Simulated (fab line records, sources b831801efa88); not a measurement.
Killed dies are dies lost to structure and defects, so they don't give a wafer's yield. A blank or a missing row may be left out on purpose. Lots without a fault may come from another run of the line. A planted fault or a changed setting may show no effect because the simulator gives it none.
Chamber matching | flow sky130 | SKY_CONTACT_CMP_27 on cmp-02: 4 sister chambers
The step polishes, stops on SiO2, t overpolish 15 s, target thk 0 nm. 4 wafers are shown with their chamber, then 8 later ones without.

WAFERS WITH THEIR CHAMBER
wafer  | chamber | motor_current_A (A)
L506.1 | 0       | 9.5
L510.4 | 3       | 11.0
L510.5 | 2       | 12.5
L512.1 | 1       | 13.2

WAFERS WITHOUT THEIR CHAMBER
wafer  | motor_current_A (A)
L512.4 | 11.3
L512.5 | 13.0
L514.1 | 9.2
L514.4 | 11.8
L514.6 | 11.3
L517.1 | 11.2
L517.2 | 13.0
L517.3 | 12.4

WHICH CHAMBER EACH WENT THROUGH
wafer  | from the rows above     | in truth
L512.4 | 3                       | 3
L512.5 | can't be placed: 1 or 2 | 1
L514.1 | 0                       | 0
L514.4 | can't be placed: 2 or 3 | 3
L514.6 | 3                       | 3
L517.1 | 3                       | 3
L517.2 | can't be placed: 1 or 2 | 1
L517.3 | 2                       | 2
Placed correctly: 5 of 8. Can't be placed from these rows: 3 (the true chamber is among the candidates in 3). Placed wrongly: 0.
How it was worked out, from the rows above alone: a wafer's distance from a chamber is the root of the sum, over the readings, of the square of ((its reading less the chamber's mean) divided by the reading's scatter). The wafer belongs to the nearest chamber; if the next one is less than 2 further off, it can't be placed. A chamber's mean is the mean of its shown wafers. The scatter: with one shown wafer a chamber, the root of the mean of the squares of how far each hidden wafer lies from its nearest shown one.
